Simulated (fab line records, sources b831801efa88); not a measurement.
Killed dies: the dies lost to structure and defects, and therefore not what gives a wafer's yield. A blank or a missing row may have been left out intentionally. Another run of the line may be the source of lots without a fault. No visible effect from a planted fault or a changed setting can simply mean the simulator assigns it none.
2 desks, one fault :: flow gf180mcu :: numbers are kept per desk, each desk with only its own; the story behind them comes last

## FROM THE METROLOGY DESK
Lot by lot, what the gauges showed, no matter which tool ran the lot: averages of those sampled wafers that carry a number. The brackets show how far a lot's mean lies from the usual mean; more than 4 standard deviations puts the lot out of limits, marked OUT.
Columns: A = HV_LDD_TW at GF_HV_LDD_TW_MEAS_11, usual 2413; B = HV_LDD_4_TW at GF_HV_LDD_TW_MEAS_50, usual 568; C = SAB_CVD_00_THK at GF_SAB_THK_MEAS_01, usual 50.0 nm; D = CONTACT_BOW at GF_CONTACT_BOW_MEAS_05, usual 65 um
lot: L862
first seen here: day 10 07:44
A: 2385
B: 579
C: 49.1
D: 64

lot: L864
first seen here: day 10 18:30
A: 2386
B: 565
C: 50.5
D: 62

lot: L866
first seen here: day 11 10:33
A: 2445
B: 560
C: 50.8
D: 67

lot: L867
first seen here: day 12 00:46
A: 2449
B: 561
C: 50.1
D: 63

lot: L871
first seen here: day 13 11:19
A: 2455
B: 563
C: 40.5 (-14) OUT
D: 75

lot: L878
first seen here: day 15 09:55
A: 2386
B: 581
C: 51.1
D: 62

lot: L877
first seen here: day 15 11:10
A: 2386
B: 563
C: 49.4
D: 60

lot: L879
first seen here: day 15 14:31
A: 2385
B: 579
C: 50.3
D: 64

lot: L880
first seen here: day 16 01:35
A: 2459
B: 566
C: 50.2
D: 67

lot: L881
first seen here: day 16 01:38
A: 2378
B: 577
C: 50.7
D: 69

lot: L882
first seen here: day 16 15:29
A: 2378
B: 577
C: 50.8
D: 61

lot: L883
first seen here: day 16 23:09
A: 2453
B: 577
C: 49.7
D: 62

lot: L884
first seen here: day 17 00:32
A: 2388
B: 580
C: 49.3
D: 61
This desk's finding: out of limits on L871; first on L871, day 18 05:41 (SAB_CVD_00_THK at GF_SAB_THK_MEAS_01). In limits: L862, L864, L866, L867, L878, L877, L879, L880, L881, L882, L883, L884.

## TOOL OWNER'S DESK, pecvd-04
The tool's own readings at GF_SAB_CVD_00 (deposits SiO2 from TEOS, target thk 50 nm, time 4.9302 s): means of the sampled wafers that have a number, for each lot that ran on this tool. The brackets show how far a lot's mean lies from the usual mean; more than 4 standard deviations puts the lot out of limits, marked OUT.
Columns: A = heater_power_w at GF_SAB_CVD_00, usual 679 W
lot: L862
first seen here: day 14 16:41
A: 611

lot: L871
first seen here: day 18 05:40
A: 651

lot: L879
first seen here: day 20 15:49
A: 639

lot: L880
first seen here: day 21 04:33
A: 667

lot: L883
first seen here: day 22 03:19
A: 663
Result from this desk: across the 5 lots, nothing is out of limits.

## PUT TOGETHER
L871 would have let the metrology desk raise an alarm at day 18 05:41.
The desk of the tool owner found nothing out of limits.
On record at the tool owner's desk: L871, within its limits.
Of the lots named, all ran GF_SAB_CVD_00 on pecvd-04.

## WHAT THE SIMULATOR HAD INSERTED
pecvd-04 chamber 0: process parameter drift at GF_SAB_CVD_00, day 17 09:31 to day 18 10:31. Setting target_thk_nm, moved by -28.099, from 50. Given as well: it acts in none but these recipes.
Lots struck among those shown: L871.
Delay in hours, fault start to first out-of-limits reading, per desk: metrology desk 20.
